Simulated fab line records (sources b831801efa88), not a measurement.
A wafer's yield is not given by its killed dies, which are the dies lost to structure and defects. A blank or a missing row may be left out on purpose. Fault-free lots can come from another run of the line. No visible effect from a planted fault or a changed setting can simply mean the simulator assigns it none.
fab line records + flow sky130 + part 2 of 2: steps 26 to 35 of 35
record:
- lots: 5
- wafers: 15
- last-day: 50
route steps=708 shown VIA2@511 METAL3@532 CAPM@537
lots that met no fault: from a run of the same line without faults
start-h: hours from the record's first day to the start of the lot's first wafer shown + wait-h: hours from the lot's prior step to this one + " repeats the value in the row above + L1.1+2: several wafers, shown together as one row + - value missing, or start not given + * or withheld: withheld + < > ~ a bound
route shown NAME@n: a module of which the file shows steps, and the number in the route of the first + usual: the fault-free wafers' mean and standard deviation + same: alike in all rows + chamber/n: place in a boat + sites: each site's reading + _std_site: the values' standard deviation + _edge_site: inner sites' mean taken away from outer sites' mean + radius-mm: how far each site lies from the wafer's centre + mask NAME#n: copy n + behind: the tool/chamber that last shaped the wafer + hold: reason for holding the lot/hours on hold/outcome of the hold + device: the n, p or np transistor that did not switch + end of line: the route-end tests of the same wafers + a step with no rows: only its recipe + killed: the dies lost at the first sort to structure and to defects; this is not the yield of the wafer + map: the dies of a wafer, with x for killed, . for not killed, _ for no die there
set.NAME: setting as actually run; set.NAME@STEP: the setting as run at that earlier step + model.NAME: the simulator's own value behind a step, which no gauge read
a table for each step, a row for each wafer; lots at some steps of the route
services: the hour from which a tool's chamber was out of use, counted from the record's first day as start-h (under 0 if before that day), plus the number of hours and why
== steps ==
step: SKY_METAL3_SPUTTER_04
recipe:
- material: TiN
- target-thk-nm: 70
- power-w: 6500
- time-s: 58.3
- chamber-pressure-pa: 0.4
usual:
- throttle-valve-pct: 29.3/0.56
| lot.wafer | tool           | chamber | start-h | wait-h | throttle-valve-pct |
|-----------|----------------|---------|---------|--------|--------------------|
| L076.1    | pvd-sputter-04 | -       | 864.77  | 0.0    | 29.0               |
| L076.3    | "              | -       | "       | "      | 29.6               |
| L076.4    | "              | -       | "       | "      | 30.2               |
| L080.2    | pvd-sputter-03 | -       | 890.63  | 0.0    | 28.8               |
| L080.5    | "              | -       | "       | "      | 28.8               |
| L080.6    | "              | -       | "       | "      | 29.0               |
| L091.1    | pvd-sputter-01 | -       | 971.48  | 0.0    | 30.4               |
| L091.4    | "              | -       | "       | "      | 29.8               |
| L091.5    | "              | -       | "       | "      | 30.2               |
| L094.2    | pvd-sputter-01 | -       | 998.78  | 0.0    | 30.2               |
| L094.3    | "              | -       | "       | "      | 29.6               |
| L094.4    | "              | -       | "       | "      | 29.9               |
| L095.1    | pvd-sputter-04 | -       | 999.96  | 0.0    | 30.4               |
| L095.2    | "              | -       | "       | "      | 29.4               |
| L095.5    | "              | -       | "       | "      | 28.9               |
step: SKY_CAPM_CVD_00
recipe:
- material: SiO2
- target-thk-nm: 15.5
- temp-c: 400
- time-s: withheld
- rf-w: 450
usual:
- heater-power-w: 768/96
| lot.wafer | tool     | chamber | start-h | wait-h | heater-power-w |
|-----------|----------|---------|---------|--------|----------------|
| L076.1    | pecvd-02 | 0       | 864.82  | 0.0    | 706            |
| L076.3    | "        | 1       | "       | "      | 663            |
| L076.4    | "        | 0       | "       | "      | 709            |
| L080.2    | pecvd-03 | 2       | 890.68  | 0.0    | 723            |
| L080.5    | "        | 1       | "       | "      | 678            |
| L080.6    | "        | 2       | "       | "      | 734            |
| L091.1    | pecvd-02 | 0       | 971.53  | 0.0    | 792            |
| L091.4    | "        | 0       | "       | "      | 804            |
| L091.5    | "        | 2       | "       | "      | 797            |
| L094.2    | pecvd-04 | 0       | 998.83  | 0.0    | 780            |
| L094.3    | "        | 1       | "       | "      | 737            |
| L094.4    | "        | 2       | "       | "      | 821            |
| L095.1    | pecvd-02 | 2       | 1000.01 | 0.0    | 777            |
| L095.2    | "        | 0       | "       | "      | 800            |
| L095.5    | "        | 2       | "       | "      | 800            |
step: SKY_CAPM_THK_MEAS_01
recipe:
- reads: SiO2_of_CAPM_CVD_00
usual:
- CAPM_CVD_00_THK: 15.46/0.29
| lot.wafer | tool          | chamber | start-h | wait-h | CAPM_CVD_00_THK[nm] |
|-----------|---------------|---------|---------|--------|---------------------|
| L076.1    | film-metro-03 | -       | 864.84  | -      | 15.24               |
| L076.3    | "             | -       | "       | "      | 15.28               |
| L076.4    | "             | -       | "       | "      | 15.71               |
| L080.2    | film-metro-03 | -       | 890.71  | -      | 15.04               |
| L080.5    | "             | -       | "       | "      | 15.34               |
| L080.6    | "             | -       | "       | "      | 15.08               |
| L091.1    | film-metro-01 | -       | 971.55  | -      | 15.60               |
| L091.4    | "             | -       | "       | "      | 15.69               |
| L091.5    | "             | -       | "       | "      | 15.83               |
| L094.2    | film-metro-02 | -       | 998.86  | -      | 15.72               |
| L094.3    | "             | -       | "       | "      | 15.49               |
| L094.4    | "             | -       | "       | "      | 15.74               |
| L095.1    | film-metro-01 | -       | 1000.04 | -      | 15.15               |
| L095.2    | "             | -       | "       | "      | 15.46               |
| L095.5    | "             | -       | "       | "      | 15.38               |
step: SKY_CAPM_SPUTTER_02
recipe:
- material: TiN
- target-thk-nm: 200
- temp-c: 300
- power-w: 6500
- time-s: 166.7
- chamber-pressure-pa: 0.4
usual:
- throttle-valve-pct: 30.1/0.84
| lot.wafer | tool           | chamber | start-h | wait-h | throttle-valve-pct |
|-----------|----------------|---------|---------|--------|--------------------|
| L076.1    | pvd-sputter-02 | -       | 864.90  | 0.1    | 31.2               |
| L076.3    | "              | -       | "       | "      | 30.7               |
| L076.4    | "              | -       | "       | "      | 30.0               |
| L080.2    | pvd-sputter-01 | -       | 890.76  | 0.0    | 30.4               |
| L080.5    | "              | -       | "       | "      | 29.4               |
| L080.6    | "              | -       | "       | "      | 30.2               |
| L091.1    | pvd-sputter-02 | -       | 971.61  | 0.1    | 29.8               |
| L091.4    | "              | -       | "       | "      | 30.4               |
| L091.5    | "              | -       | "       | "      | 29.9               |
| L094.2    | pvd-sputter-02 | -       | 998.91  | 0.0    | 31.5               |
| L094.3    | "              | -       | "       | "      | 30.6               |
| L094.4    | "              | -       | "       | "      | 30.0               |
| L095.1    | pvd-sputter-01 | -       | 1000.10 | 0.1    | 29.9               |
| L095.2    | "              | -       | "       | "      | 30.3               |
| L095.5    | "              | -       | "       | "      | 29.8               |
step: SKY_CAPM_RS_MEAS_03
recipe:
- thk-meas-gauge: four-point-probe
- reads: TiN_of_CAPM_SPUTTER_02
usual:
- CAPM_TIN_RS: 6.92/0.085
| lot.wafer | tool          | chamber | start-h | wait-h | CAPM_TIN_RS[ohm/sq] |
|-----------|---------------|---------|---------|--------|---------------------|
| L076.1    | film-metro-01 | -       | 865.01  | 0.1    | 6.98                |
| L076.3    | "             | -       | "       | "      | 7.03                |
| L076.4    | "             | -       | "       | "      | 7.03                |
| L080.2    | film-metro-03 | -       | 890.89  | 0.1    | 6.92                |
| L080.5    | "             | -       | "       | "      | 6.99                |
| L080.6    | "             | -       | "       | "      | 6.97                |
| L091.1    | film-metro-03 | -       | 971.72  | 0.1    | 6.92                |
| L091.4    | "             | -       | "       | "      | 6.98                |
| L091.5    | "             | -       | "       | "      | 6.97                |
| L094.2    | film-metro-01 | -       | 999.04  | 0.1    | 6.92                |
| L094.3    | "             | -       | "       | "      | 6.93                |
| L094.4    | "             | -       | "       | "      | 6.88                |
| L095.1    | film-metro-02 | -       | 1000.21 | 0.1    | 6.93                |
| L095.2    | "             | -       | "       | "      | 6.83                |
| L095.5    | "             | -       | "       | "      | 6.86                |
step: SKY_CAPM_THK_MEAS_04
recipe:
- thk-meas-gauge: xrf
- reads: TiN_of_CAPM_SPUTTER_02
usual:
- CAPM_TIN_THK: 199.7/2.5
| lot.wafer | tool          | chamber | start-h | wait-h | CAPM_TIN_THK[nm] |
|-----------|---------------|---------|---------|--------|------------------|
| L076.1    | film-metro-01 | -       | 865.13  | 0.1    | 197.3            |
| L076.3    | "             | -       | "       | "      | 196.0            |
| L076.4    | "             | -       | "       | "      | 196.9            |
| L080.2    | film-metro-03 | -       | 891.00  | 0.1    | 199.3            |
| L080.5    | "             | -       | "       | "      | 198.1            |
| L080.6    | "             | -       | "       | "      | 198.5            |
| L091.1    | film-metro-03 | -       | 971.84  | 0.1    | 200.2            |
| L091.4    | "             | -       | "       | "      | 197.5            |
| L091.5    | "             | -       | "       | "      | 198.3            |
| L094.2    | film-metro-01 | -       | 999.15  | 0.1    | 201.5            |
| L094.3    | "             | -       | "       | "      | 200.7            |
| L094.4    | "             | -       | "       | "      | 201.5            |
| L095.1    | film-metro-02 | -       | 1000.33 | 0.1    | 198.6            |
| L095.2    | "             | -       | "       | "      | 201.1            |
| L095.5    | "             | -       | "       | "      | 200.9            |
step: SKY_CAPM_DEHYDRATE_05
recipe:
- temp-c: 200
- time-s: 60
usual:
- chill-plate-temp-C: 23.02/0.095
| lot.wafer | tool           | chamber | start-h | wait-h | chill-plate-temp-C |
|-----------|----------------|---------|---------|--------|--------------------|
| L076.1    | litho-track-04 | 0       | 877.72  | 12.6   | 23.15              |
| L076.3    | "              | 0       | "       | "      | 22.92              |
| L076.4    | "              | 0       | "       | "      | 23.14              |
| L080.2    | litho-track-03 | 0       | 903.23  | 12.2   | 22.93              |
| L080.5    | "              | 0       | "       | "      | 22.95              |
| L080.6    | "              | 0       | "       | "      | 23.08              |
| L091.1    | litho-track-01 | 0       | 982.11  | 10.3   | 22.88              |
| L091.4    | "              | 0       | "       | "      | 23.20              |
| L091.5    | "              | 0       | "       | "      | 23.00              |
| L094.2    | litho-track-01 | 0       | 1009.88 | 10.7   | 22.95              |
| L094.3    | "              | 0       | "       | "      | 23.02              |
| L094.4    | "              | 0       | "       | "      | 22.97              |
| L095.1    | litho-track-03 | 0       | 1010.60 | 10.3   | 23.12              |
| L095.2    | "              | 0       | "       | "      | 23.26              |
| L095.5    | "              | 0       | "       | "      | 22.88              |
step: SKY_CAPM_HMDS_06
recipe:
- prime-time-s: 60
- prime-temp-c: 120
usual:
- chill-plate-temp-C: 22.98/0.086
| lot.wafer | tool           | chamber | start-h | wait-h | chill-plate-temp-C |
|-----------|----------------|---------|---------|--------|--------------------|
| L076.1    | litho-track-04 | 0       | 877.87  | 0.1    | 22.94              |
| L076.3    | "              | 0       | "       | "      | 23.00              |
| L076.4    | "              | 0       | "       | "      | 23.00              |
| L080.2    | litho-track-03 | 0       | 903.38  | 0.1    | 22.72              |
| L080.5    | "              | 0       | "       | "      | 23.01              |
| L080.6    | "              | 0       | "       | "      | 22.92              |
| L091.1    | litho-track-01 | 0       | 982.26  | 0.1    | 22.98              |
| L091.4    | "              | 0       | "       | "      | 22.95              |
| L091.5    | "              | 0       | "       | "      | 22.91              |
| L094.2    | litho-track-01 | 0       | 1010.03 | 0.1    | 22.90              |
| L094.3    | "              | 0       | "       | "      | 22.87              |
| L094.4    | "              | 0       | "       | "      | 23.01              |
| L095.1    | litho-track-03 | 0       | 1010.75 | 0.1    | 22.92              |
| L095.2    | "              | 0       | "       | "      | 22.97              |
| L095.5    | "              | 0       | "       | "      | 22.92              |
step: SKY_CAPM_COAT_07
recipe:
- resist: NOVOLAK
- spin-rpm: 3000
- resist-thk-nm: 1140
usual:
- chill-plate-temp-C: 23.00/0.096
| lot.wafer | tool           | chamber | start-h | wait-h | chill-plate-temp-C |
|-----------|----------------|---------|---------|--------|--------------------|
| L076.1    | litho-track-04 | 0       | 878.02  | 0.1    | 22.84              |
| L076.3    | "              | 0       | "       | "      | 22.96              |
| L076.4    | "              | 0       | "       | "      | 23.02              |
| L080.2    | litho-track-03 | 0       | 903.53  | 0.1    | 22.91              |
| L080.5    | "              | 0       | "       | "      | 22.95              |
| L080.6    | "              | 0       | "       | "      | 22.80              |
| L091.1    | litho-track-01 | 0       | 982.41  | 0.1    | 23.09              |
| L091.4    | "              | 0       | "       | "      | 23.03              |
| L091.5    | "              | 0       | "       | "      | 23.11              |
| L094.2    | litho-track-01 | 0       | 1010.18 | 0.1    | 22.93              |
| L094.3    | "              | 0       | "       | "      | 23.13              |
| L094.4    | "              | 0       | "       | "      | 23.06              |
| L095.1    | litho-track-03 | 0       | 1010.90 | 0.1    | 23.15              |
| L095.2    | "              | 0       | "       | "      | 22.99              |
| L095.5    | "              | 0       | "       | "      | 23.07              |
step: SKY_CAPM_SOFTBAKE_08
recipe:
- temp-c: 90
- time-s: 60
- resist: NOVOLAK
usual:
- chill-plate-temp-C: 23.00/0.1
| lot.wafer | tool           | chamber | start-h | wait-h | chill-plate-temp-C |
|-----------|----------------|---------|---------|--------|--------------------|
| L076.1    | litho-track-04 | 0       | 878.17  | 0.1    | 23.03              |
| L076.3    | "              | 0       | "       | "      | 22.97              |
| L076.4    | "              | 0       | "       | "      | 22.91              |
| L080.2    | litho-track-03 | 0       | 903.68  | 0.1    | 22.99              |
| L080.5    | "              | 0       | "       | "      | 23.02              |
| L080.6    | "              | 0       | "       | "      | 23.09              |
| L091.1    | litho-track-01 | 0       | 982.56  | 0.1    | 22.94              |
| L091.4    | "              | 0       | "       | "      | 23.04              |
| L091.5    | "              | 0       | "       | "      | 22.88              |
| L094.2    | litho-track-01 | 0       | 1010.33 | 0.1    | 22.94              |
| L094.3    | "              | 0       | "       | "      | 22.89              |
| L094.4    | "              | 0       | "       | "      | 22.98              |
| L095.1    | litho-track-03 | 0       | 1011.05 | 0.1    | 23.09              |
| L095.2    | "              | 0       | "       | "      | 23.19              |
| L095.5    | "              | 0       | "       | "      | 22.87              |
== services ==
| tool           | chamber | start-h | hours | kind   |
|----------------|---------|---------|-------|--------|
| cmp-02         | -       | 825.40  | 4.7   | pm     |
| krf-scanner-01 | -       | 827.73  | 1.0   | pm     |
| cmp-01         | -       | 837.35  | 2.5   | repair |
| wet-bench-03   | -       | 847.49  | 1.9   | pm     |
| cvd-w-02       | -       | 850.77  | 6.9   | pm     |
| cmp-02         | -       | 854.77  | 0.2   | repair |
| pvd-sputter-02 | -       | 860.05  | 1.9   | repair |
| rie-diel-01    | -       | 874.43  | 2.0   | repair |
| pecvd-02       | 0       | 874.76  | 2.1   | repair |
| krf-scanner-02 | -       | 875.86  | 0.5   | repair |
| rie-diel-01    | -       | 876.44  | 0.3   | repair |
| krf-scanner-01 | -       | 894.94  | 9.1   | repair |
| krf-scanner-02 | -       | 903.99  | 36.0  | pm     |
| cvd-w-02       | -       | 904.00  | 14.0  | pm     |
| pecvd-02       | 0       | 912.05  | 6.9   | repair |
| cmp-01         | -       | 913.19  | 4.0   | pm     |
| pvd-sputter-01 | -       | 916.38  | 1.0   | repair |
| rie-diel-01    | 1       | 927.77  | 21.2  | repair |
| krf-scanner-01 | -       | 939.99  | 1.3   | pm     |
| rie-diel-02    | 2       | 960.53  | 5.7   | repair |
| krf-scanner-01 | -       | 970.21  | 2.3   | repair |
| rie-diel-02    | 3       | 978.90  | 4.6   | repair |
| krf-scanner-01 | -       | 990.35  | 0.4   | repair |
| krf-scanner-01 | -       | 996.75  | 1.0   | pm     |
